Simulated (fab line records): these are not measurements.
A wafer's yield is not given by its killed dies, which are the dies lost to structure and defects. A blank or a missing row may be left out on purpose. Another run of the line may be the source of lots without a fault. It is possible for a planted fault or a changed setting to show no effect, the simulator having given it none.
fab line records    flow sky130    part 2 of 2: steps 31 to 38 of 38
record: lots: 5  wafers: 15  lastDay: 50
route steps=708 shown METAL3@535 CAPM@537
lots that met no fault: from a run of the same line without faults
startH: hours from the record's opening day to when the first of the lot's shown wafers began    waitH: time in hours since the lot's previous step    " as in the row above    L1.1+2: one row covering several wafers at once    - value missing, or start not given    * or withheld: withheld    < > ~ a bound
route shown NAME@n: NAME is a module with steps in the file, n the number in the route of the first one    usual: the fault-free wafers' mean and standard deviation    same: alike in all rows    chamber/n: place in a boat    sites: the reading at each site    _std_site: their standard deviation    _edge_site: mean of outer sites minus mean of inner sites    radiusMm: how far each site lies from the wafer's centre    mask NAME#n: copy n    behind: the tool/chamber that last shaped the wafer    hold: reason for holding the lot/hours on hold/outcome of the hold    device: names the non-switching transistor (n, p or np)    end of line: at the end of the route, the tests of the same wafers    a step given without rows: its recipe and nothing more    killed: dies that structure and defects cost at the first sort, which is not the same as the wafer's yield    map: a wafer's dies, x killed, . not, _ none there
set.NAME: the setting that was run; set.NAME@STEP: the one run at that earlier step    model.NAME: the simulator's own value behind a step, which no gauge read
lots at some steps of the route; a table a step, a row a wafer
services: the hour from which a tool's chamber was out of use, counted from the record's first day as startH (under 0 if before that day), plus the number of hours and why
== steps ==
step: SKY_METAL3_DESCUM_15
recipe: chemistry: O2  sourcePowerW: 150  biasPowerW: 0  pressureMtorr: 10  tempC: 40  timeS: 8
usual: drypumpMotorCurrentA: 5.6/0.38  oesProductAu: 1.003/0.0088
lot.wafer  tool         chamber  startH   waitH  drypumpMotorCurrentA  oesProductAu  rfHoursCounterH
L076.1     rieMetal-04  1        914.24   0.0    5.5                   0.982         8
L076.2     "            0        "        "      5.7                   0.989         20
L076.4     "            0        "        "      5.7                   0.988         -
L078.2     rieMetal-04  1        934.08   0.0    5.5                   0.999         9
L078.3     "            0        "        "      5.8                   0.992         -
L078.5     "            1        "        "      5.5                   0.997         -
L082.2     rieMetal-04  1        966.09   0.0    5.5                   0.988         12
L082.4     "            1        "        "      5.4                   0.989         -
L082.6     "            1        "        "      5.5                   0.985         -
L090.1     rieMetal-03  1        1007.68  0.0    5.0                   1.001         10
L090.4     "            1        "        "      5.0                   0.997         -
L090.6     "            1        "        "      5.0                   1.004         -
L097.2     rieMetal-04  0        1055.53  0.0    5.8                   1.005         4
L097.5     "            0        "        "      5.8                   1.005         -
L097.6     "            1        "        "      5.5                   1.007         -
step: SKY_METAL3_ETCH_16
recipe: chemistry: N2/H2  target: BARC  ionEnergyEv: 200  biasW: 100  pressureMtorr: 30  n2FlowSccm: 100  h2FlowSccm: 200  icpW: 500  stopOn: SiO2  timeS: 88.2  targetDepthA: 600
usual: drypumpMotorCurrentA: 5.6/0.38  oesProductAu: 0.625/0.005  throttleValvePct: 13.204/0.0086
lot.wafer  tool         chamber  startH   waitH  drypumpMotorCurrentA  oesProductAu  rfHoursCounterH  throttleValvePct
L076.1     rieMetal-04  1        914.27   0.0    5.5                   0.621         8                13.197
L076.2     "            0        "        "      5.8                   0.626         20               13.181
L076.4     "            0        "        "      5.8                   0.623         -                13.205
L078.2     rieMetal-04  1        934.11   0.0    5.5                   0.613         9                13.201
L078.3     "            0        "        "      5.7                   0.629         -                13.199
L078.5     "            1        "        "      5.5                   0.635         -                13.196
L082.2     rieMetal-04  1        966.12   0.0    5.5                   0.618         12               13.197
L082.4     "            1        "        "      5.5                   0.628         -                13.200
L082.6     "            1        "        "      5.5                   0.625         -                13.204
L090.1     rieMetal-03  1        1007.71  0.0    5.0                   0.625         10               13.198
L090.4     "            1        "        "      5.0                   0.620         -                13.200
L090.6     "            1        "        "      5.0                   0.628         -                13.202
L097.2     rieMetal-04  0        1055.57  0.0    5.8                   0.621         4                13.207
L097.5     "            0        "        "      5.8                   0.620         -                13.205
L097.6     "            1        "        "      5.5                   0.622         -                13.201
step: SKY_METAL3_ETCH_17
recipe: target: SiO2  stopOn: TiN  chemistry: C4F8/O2/Ar  sourceW: 1500  biasW: 1200  pressureMtorr: 40  c4f8FlowSccm: withheld  O2_flow_sccm: 6  Ar_flow_sccm: 300  timeS: 3.9  targetDepthA: 150
usual: oesProductAu: 0.758/0.0071
lot.wafer  tool        chamber  startH   waitH  oesProductAu  rfHoursCounterH
L076.1     rieDiel-02  3        914.37   0.1    0.754         10
L076.2     "           0        "        "      0.765         8
L076.4     "           2        "        "      0.766         11
L078.2     rieDiel-02  0        934.21   0.1    0.750         9
L078.3     "           1        "        "      0.750         9
L078.5     "           1        "        "      0.757         -
L082.2     rieDiel-03  3        966.22   0.1    0.753         4
L082.4     "           2        "        "      0.761         22
L082.6     "           3        "        "      0.762         -
L090.1     rieDiel-03  2        1007.81  0.1    0.752         23
L090.4     "           0        "        "      0.753         17
L090.6     "           3        "        "      0.752         -
L097.2     rieDiel-02  0        1055.66  0.1    0.743         12
L097.5     "           3        "        "      0.763         -
L097.6     "           2        "        "      0.752         -
step: SKY_METAL3_METAL_ETCH_18
recipe: targetDepthA: 8450  stopOn: SiO2  overEtchFrac: 0.3  timeS: 183.1  chemistry: Cl2/BCl3  resistSidewallDeg: 88  pressureMtorr: 10  icpW: 900  biasW: 48.5  Cl2_flow_sccm: 60  bcl3FlowSccm: 30
usual: drypumpMotorCurrentA: 5.6/0.39  oesProductAu: 0.865/0.0064  throttleValvePct: 22.264/0.009
same: overEtchFrac: 0.3
lot.wafer  tool         chamber  startH   waitH  drypumpMotorCurrentA  oesProductAu  rfHoursCounterH  throttleValvePct
L076.1     rieMetal-03  1        914.39   0.0    5.0                   0.855         6                22.262
L076.2     "            1        "        "      5.0                   0.863         -                22.279
L076.4     "            1        "        "      5.0                   0.856         -                22.252
L078.2     rieMetal-01  1        934.23   0.0    5.7                   0.868         11               22.271
L078.3     "            0        "        "      6.3                   0.858         -                22.249
L078.5     "            0        "        "      6.3                   0.861         -                22.253
L082.2     rieMetal-01  0        966.24   0.0    6.3                   0.867         4                22.276
L082.4     "            0        "        "      6.3                   0.864         -                22.277
L082.6     "            0        "        "      6.3                   0.868         -                22.278
L090.1     rieMetal-04  1        1007.83  0.0    5.5                   0.859         15               22.251
L090.4     "            0        "        "      5.8                   0.866         -                22.275
L090.6     "            0        "        "      5.8                   0.855         -                22.261
L097.2     rieMetal-01  0        1055.68  0.0    6.3                   0.859         10               22.263
L097.5     "            1        "        "      5.7                   0.861         -                22.267
L097.6     "            0        "        "      6.2                   0.866         -                22.252
step: SKY_METAL3_STRIP_19
recipe: chemistry: O2/N2  powerW: 1400  pressureMtorr: 1500  platenTempC: withheld  o2FlowSccm: 3000  n2FlowSccm: 300  overashFraction: 0.5
usual: drypumpMotorCurrentA: 5.6/0.46  o2FlowSccm: 2999/8.8  oesProductAu: 0.501/0.0059  stripTimeToEndpointS: 6.52/0.089
lot.wafer  tool            chamber  startH   waitH  drypumpMotorCurrentA  o2FlowSccm  oesProductAu  rfHoursCounterH  stripTimeToEndpointS
L076.1     plasmaAsher-03  0        914.74   0.3    6.3                   3007        0.499         17               6.54
L076.2     "               1        "        "      5.4                   2998        0.503         17               6.49
L076.4     "               0        "        "      6.3                   3016        0.497         -                6.57
L078.2     plasmaAsher-02  0        934.41   0.1    6.4                   2996        0.496         109              6.36
L078.3     "               1        "        "      5.8                   3009        0.507         -                6.49
L078.5     "               1        "        "      5.8                   3008        0.489         -                6.44
L082.2     plasmaAsher-01  1        966.48   0.2    5.6                   3011        0.505         84               6.55
L082.4     "               1        "        "      5.6                   3002        0.505         -                6.50
L082.6     "               0        "        "      5.0                   2993        0.510         -                6.52
L090.1     plasmaAsher-01  1        1008.01  0.1    5.6                   2982        0.505         90               6.60
L090.4     "               1        "        "      5.6                   2987        0.502         -                6.48
L090.6     "               0        "        "      5.1                   3000        0.503         -                6.46
L097.2     plasmaAsher-03  0        1055.86  0.1    6.3                   2989        0.507         32               6.56
L097.5     "               0        "        "      6.3                   2993        0.502         -                6.46
L097.6     "               1        "        "      5.4                   2990        0.511         -                6.64
step: SKY_METAL3_STRIP_20
recipe: chemistry: postEtchResidueRemover  timeS: 1200  tempC: 72.5
lot.wafer   tool         chamber  startH   waitH
L076.1+2+4  wetBench-01  1        914.84   0.1
L078.2+3+5  wetBench-03  3        934.51   0.1
L082.2+4+6  wetBench-02  0        966.58   0.1
L090.1+4+6  wetBench-02  0        1008.11  0.1
L097.2+5+6  wetBench-03  2        1055.96  0.1
step: SKY_METAL3_CLEAN_21
recipe: chemistry: IPA  timeS: 180  tempC: 25
lot.wafer   tool         chamber  startH   waitH
L076.1+2+4  wetBench-03  2        915.19   0.0
L078.2+3+5  wetBench-01  1        934.85   0.0
L082.2+4+6  wetBench-03  1        966.93   0.0
L090.1+4+6  wetBench-01  1        1008.45  0.0
L097.2+5+6  wetBench-01  1        1056.64  0.0
step: SKY_METAL3_CLEAN_22
recipe: chemistry: O3/DIW  dry: n2Spin
lot.wafer   tool         chamber  startH   waitH
L076.1+2+4  wetBench-01  0        915.24   0.0
L078.2+3+5  wetBench-02  3        934.91   0.0
L082.2+4+6  wetBench-02  1        966.98   0.0
L090.1+4+6  wetBench-02  2        1008.57  0.0
L097.2+5+6  wetBench-01  0        1056.70  0.0
== services ==
tool             chamber  startH   hours  kind
krfScanner-02    -        850.70   3.6    pm
rieMetal-04      -        854.55   0.7    repair
krfScanner-02    -        854.63   1.3    pm
rieMetal-03      1        861.57   24.6   repair
rieDiel-02       -        878.43   0.5    repair
pvdSputter-02    -        879.73   4.7    repair
pvdSputter-02    -        883.68   1.9    repair
rieMetal-04      -        885.54   1.5    repair
pvdSputter-02    -        886.52   8.0    repair
pvdSputter-01    -        900.27   2.9    repair
ilineStepper-02  -        900.51   1.7    pm
rieMetal-04      -        909.84   0.5    repair
rieMetal-03      0        911.01   4.2    repair
rieMetal-03      1        916.82   2.4    repair
ilineStepper-02  -        917.90   2.3    repair
krfScanner-02    -        923.56   4.4    pm
pvdSputter-02    -        929.84   1.9    repair
rieDiel-02       0        948.88   4.3    repair
krfScanner-02    -        955.10   1.0    pm
krfScanner-02    -        956.10   0.8    pm
ilineStepper-02  -        957.66   0.8    repair
pvdSputter-01    -        978.01   2.5    repair
rieMetal-04      -        1011.08  28.1   pm
wetBench-02      -        1011.60  1.8    repair
